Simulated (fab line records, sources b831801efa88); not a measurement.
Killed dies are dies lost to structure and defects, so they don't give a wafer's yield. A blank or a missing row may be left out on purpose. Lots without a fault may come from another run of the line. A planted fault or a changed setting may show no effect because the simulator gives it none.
Which tool did it? | flow sky130 | 14 lots, 42 wafers sampled, at 6 steps of a route of 708

WHAT THE GAUGES READ, wafer by wafer
SKY_VT_ADJUST_HVTP_OVL_MEAS_08. Usual: VT_ADJUST_HVTP_OVL -0.2 nm, standard deviation 1.3.
lot  | measured     | on         | VT_ADJUST_HVTP_OVL (nm) | flag
L827 | day 6 00:08  | overlay-01 | -1.0 -0.7 0.7           |
L828 | day 6 04:44  | overlay-01 | -1.7 0.2 0.8            |
L832 | day 7 13:08  | overlay-01 | -0.3 -1.1 -1.2          |
L833 | day 7 19:04  | overlay-02 | -0.1 -2.3 2.5           |
L835 | day 8 02:17  | overlay-01 | 0.2 0.7 1.4             |
L836 | day 8 08:49  | overlay-02 | -0.7 0.4 1.0            |
L838 | day 9 02:01  | overlay-01 | -1.1 -0.1 -0.3          |
L839 | day 9 09:23  | overlay-01 | 2.4 0.8 -0.7            |
L840 | day 9 14:46  | overlay-01 | -0.3 -0.2 1.2           |
L841 | day 9 22:07  | overlay-01 | 1.6 3.4 0.8             |
L846 | day 11 02:53 | overlay-01 | 0.9 1.8 0.6             |
L847 | day 11 07:34 | overlay-01 | -0.1 2.4 -1.4           |
L849 | day 11 21:49 | overlay-01 | -1.0 0.3 -2.6           |
L850 | day 12 03:40 | overlay-01 | -1.7 0.0 -0.6           |

SKY_VT_ADJUST_PCH_TW_MEAS_10. Usual: VT_ADJUST_PCH_TW 143.1, standard deviation 0.74.
lot  | measured     | on            | VT_ADJUST_PCH_TW  | flag
L827 | day 10 07:59 | film_metro-01 | 143.2 143.6 143.8 |
L828 | day 10 12:52 | film_metro-01 | 142.7 144.0 143.7 |
L832 | day 12 04:11 | film_metro-02 | 143.9 143.6 143.2 |
L833 | day 12 10:59 | film_metro-02 | 143.5 143.6 143.8 |
L835 | day 12 19:50 | film_metro-01 | 143.6 143.5 143.8 |
L836 | day 13 04:32 | film_metro-04 | 142.6 143.5 143.0 |
L838 | day 14 01:02 | film_metro-02 | 30.1 30.1 30.1    | OFF
L839 | day 14 10:38 | film_metro-02 | 30.0 29.9 30.0    | OFF
L840 | day 14 16:54 | film_metro-02 | 142.7 142.8 142.1 |
L841 | day 15 02:22 | film_metro-04 | 141.8 142.6 141.7 |
L846 | day 16 12:53 | film_metro-04 | 142.7 142.4 142.2 |
L847 | day 16 19:40 | film_metro-02 | 143.1 143.8 142.5 |
L849 | day 17 13:49 | film_metro-02 | 143.0 142.8 143.2 |
L850 | day 17 20:44 | film_metro-01 | 143.1 143.6 143.7 |

SKY_CONTACT_THK_MEAS_26: measures by xrf. Usual: CONTACT_W_THK 348 nm, standard deviation 5.5.
lot  | measured     | on            | CONTACT_W_THK (nm) | flag
L827 | day 31 09:43 | film_metro-03 | 349 339 348        |
L828 | day 31 19:53 | film_metro-03 | 341 341 348        |
L832 | day 33 16:18 | film_metro-04 | 339 337 344        |
L833 | day 33 18:44 | film_metro-03 | 338 347 345        |
L835 | day 34 11:41 | film_metro-03 | 347 339 345        |
L836 | day 34 17:14 | film_metro-02 | 355 362 347        |
L838 | day 35 12:07 | film_metro-03 | 350 345 344        |
L839 | day 35 17:08 | film_metro-04 | 344 350 344        |
L840 | day 36 00:41 | film_metro-02 | 365 351 351        |
L841 | day 36 08:05 | film_metro-03 | 358 348 349        |
L846 | day 37 20:17 | film_metro-03 | 345 343 348        |
L847 | day 38 01:55 | film_metro-02 | 350 357 355        |
L849 | day 38 18:14 | film_metro-03 | 344 352 347        |
L850 | day 38 23:38 | film_metro-02 | 353 352 354        |

WHICH TOOL RAN EACH LOT (tool, then ch and the chambers of the sampled wafers, then the start)
lot  | SKY_VT_ADJUST_HVTR_STRIP_10          | SKY_VT_ADJUST_PCH_STRIP_09           | SKY_CONTACT_CMP_04
L827 | plasma_asher-03 ch 0,1, day 9 09:53  | plasma_asher-04 ch 0,1, day 10 07:53 | cmp-02 ch 0,3, day 30 03:56
L828 | plasma_asher-03 ch 0,1, day 9 13:18  | plasma_asher-02 ch 0,1, day 10 12:46 | cmp-01 ch 1,2,3, day 30 14:13
L832 | plasma_asher-03 ch 0,1, day 11 03:57 | plasma_asher-04 ch 0,1, day 12 04:05 | cmp-02 ch 1,2, day 32 11:55
L833 | plasma_asher-01 ch 0,1, day 11 11:22 | plasma_asher-02 ch 0,1, day 12 10:53 | cmp-02 ch 0,3, day 32 14:02
L835 | plasma_asher-04 ch 0,1, day 11 19:07 | plasma_asher-01 ch 0,1, day 12 19:44 | cmp-02 ch 1,3, day 33 08:11
L836 | plasma_asher-03 ch 0,1, day 12 03:25 | plasma_asher-02 ch 0,1, day 13 04:26 | cmp-01 ch 1,2,3, day 33 13:11
L838 | plasma_asher-04 ch 0, day 12 22:39   | plasma_asher-01 ch 1, day 14 00:56   | cmp-01 ch 0,2, day 34 07:58
L839 | plasma_asher-03 ch 0,1, day 13 07:59 | plasma_asher-02 ch 0,1, day 14 10:32 | cmp-02 ch 0,2,3, day 34 12:21
L840 | plasma_asher-03 ch 0,1, day 13 14:59 | plasma_asher-02 ch 0,1, day 14 16:49 | cmp-02 ch 1,2, day 34 20:37
L841 | plasma_asher-01 ch 0,1, day 13 23:29 | plasma_asher-04 ch 0,1, day 15 02:16 | cmp-02 ch 2,3, day 35 04:50
L846 | plasma_asher-04 ch 1, day 15 08:34   | plasma_asher-02 ch 0,1, day 16 12:47 | cmp-02 ch 0,1,3, day 36 16:28
L847 | plasma_asher-01 ch 0,1, day 15 14:32 | plasma_asher-04 ch 0,1, day 16 19:34 | cmp-02 ch 2,3, day 36 22:30
L849 | plasma_asher-04 ch 0,1, day 16 08:04 | plasma_asher-04 ch 0,1, day 17 13:43 | cmp-01 ch 1,2,3, day 37 14:53
L850 | plasma_asher-04 ch 0,1, day 16 14:57 | plasma_asher-04 ch 1, day 17 20:38   | cmp-01 ch 1,2,3, day 37 20:43
- SKY_VT_ADJUST_HVTR_STRIP_10: strips in O2/N2.
- SKY_VT_ADJUST_PCH_STRIP_09: strips in O2/N2.
- SKY_CONTACT_CMP_04: polishes SiO2.

WHAT THE TOOLS THEMSELVES READ (means of the sampled wafers that have a number; where no wafer has one, the mark that the record gives instead)
SKY_VT_ADJUST_HVTR_STRIP_10. Usual: chamber_pressure_mTorr 1500.0 mTorr, standard deviation 1.5; drypump_motor_current_A 5.8 A, standard deviation 0.53; oes_product_au 0.716 a.u., standard deviation 0.005; strip_time_to_endpoint_s 14.17 s, standard deviation 0.038.
lot  | tool            | chamber_pressure_mTorr (mTorr) | drypump_motor_current_A (A) | oes_product_au (a.u.) | strip_time_to_endpoint_s (s) | flag
L827 | plasma_asher-03 | 1499.8                         | 5.2                         | 0.713                 | 14.14                        |
L828 | plasma_asher-03 | 1500.4                         | 5.5                         | 0.715                 | 14.13                        |
L832 | plasma_asher-03 | 1499.5                         | 5.4                         | 0.714                 | 14.16                        |
L833 | plasma_asher-01 | 1499.7                         | 6.4                         | 0.714                 | 14.20                        |
L835 | plasma_asher-04 | 1499.4                         | 5.5                         | 0.716                 | 14.15                        |
L836 | plasma_asher-03 | 1500.3                         | 5.5                         | 0.715                 | 14.22                        |
L838 | plasma_asher-04 | -                              | -                           | -                     | -                            | OFF
L839 | plasma_asher-03 | -                              | -                           | -                     | -                            | OFF
L840 | plasma_asher-03 | 1500.3                         | 5.4                         | 0.718                 | 14.13                        |
L841 | plasma_asher-01 | 1499.6                         | 6.4                         | 0.722                 | 14.16                        |
L846 | plasma_asher-04 | 1499.2                         | 5.8                         | 0.713                 | 14.22                        |
L847 | plasma_asher-01 | 1501.2                         | 6.3                         | 0.721                 | 14.15                        |
L849 | plasma_asher-04 | 1499.6                         | 5.5                         | 0.718                 | 14.12                        |
L850 | plasma_asher-04 | 1498.9                         | 5.7                         | 0.725                 | 14.14                        |

SKY_VT_ADJUST_PCH_STRIP_09. Usual: chamber_pressure_mTorr 1500.0 mTorr, standard deviation 1.3; drypump_motor_current_A 5.9 A, standard deviation 0.33; oes_product_au 0.722 a.u., standard deviation 0.0044; strip_time_to_endpoint_s 36.88 s, standard deviation 0.11.
lot  | tool            | chamber_pressure_mTorr (mTorr) | drypump_motor_current_A (A) | oes_product_au (a.u.) | strip_time_to_endpoint_s (s) | flag
L827 | plasma_asher-04 | 1499.5                         | 5.7                         | 0.723                 | 37.12                        |
L828 | plasma_asher-02 | 1498.8                         | 6.0                         | 0.717                 | 36.92                        |
L832 | plasma_asher-04 | 1500.1                         | 5.7                         | 0.722                 | 36.82                        |
L833 | plasma_asher-02 | 1500.3                         | 5.9                         | 0.722                 | 36.84                        |
L835 | plasma_asher-01 | 1500.1                         | 6.3                         | 0.723                 | 36.92                        |
L836 | plasma_asher-02 | 1500.3                         | 5.9                         | 0.723                 | 36.95                        |
L838 | plasma_asher-01 | 1500.9                         | 6.1                         | 0.727                 | 53.63                        | OFF
L839 | plasma_asher-02 | 1499.5                         | 5.8                         | 0.727                 | 53.72                        | OFF
L840 | plasma_asher-02 | 1499.9                         | 5.9                         | 0.720                 | 37.06                        |
L841 | plasma_asher-04 | 1499.9                         | 5.5                         | 0.726                 | 36.74                        |
L846 | plasma_asher-02 | 1499.2                         | 5.9                         | 0.721                 | 36.77                        |
L847 | plasma_asher-04 | 1500.9                         | 5.7                         | 0.723                 | 36.90                        |
L849 | plasma_asher-04 | 1499.6                         | 5.5                         | 0.721                 | 36.84                        |
L850 | plasma_asher-04 | 1499.8                         | 5.8                         | 0.724                 | 36.97                        |

SKY_CONTACT_CMP_04. Usual: motor_current_A 12.1 A, standard deviation 1; time_to_endpoint_s 81 s, standard deviation 4.5.
lot  | tool   | motor_current_A (A) | time_to_endpoint_s (s) | flag
L827 | cmp-02 | 11.5                | 85                     |
L828 | cmp-01 | 13.0                | 80                     |
L832 | cmp-02 | 11.3                | 82                     |
L833 | cmp-02 | 11.1                | 88                     |
L835 | cmp-02 | 11.6                | 86                     |
L836 | cmp-01 | 13.6                | 74                     |
L838 | cmp-01 | 13.0                | 77                     |
L839 | cmp-02 | 11.4                | 85                     |
L840 | cmp-02 | 11.2                | 80                     |
L841 | cmp-02 | 11.6                | 84                     |
L846 | cmp-02 | 11.4                | 79                     |
L847 | cmp-02 | 11.2                | 83                     |
L849 | cmp-01 | 13.5                | 76                     |
L850 | cmp-01 | 13.5                | 77                     |

THE ANSWER, worked out from the rows above alone
Rule: a lot is off if the mean of its wafers that have a number lies more than 3 standard deviations from the usual mean. A lot without any number at a reading at which 4 lots or more have one is off too. The other lots that the step has rows for count as sound. The gauges are gone through in route order, then the tools' own readings, and for those a lot's mean is taken as printed above. The first step at which some lot is off is used, and at that step the reading that is off furthest; a lot without a number counts as furthest.
Off: L838, L839, at SKY_VT_ADJUST_PCH_TW_MEAS_10 (VT_ADJUST_PCH_TW).
A tool fits if, at a process step before that reading, it ran every lot that is off, and no sound lot after the first of them. The gauges at SKY_VT_ADJUST_PCH_TW_MEAS_10 aren't tried: what is off there is off at SKY_VT_ADJUST_HVTR_STRIP_10 too, on other tools, and a gauge's error can't cause that. None of those tried fits.

WHAT THE SIMULATOR HAD PUT IN
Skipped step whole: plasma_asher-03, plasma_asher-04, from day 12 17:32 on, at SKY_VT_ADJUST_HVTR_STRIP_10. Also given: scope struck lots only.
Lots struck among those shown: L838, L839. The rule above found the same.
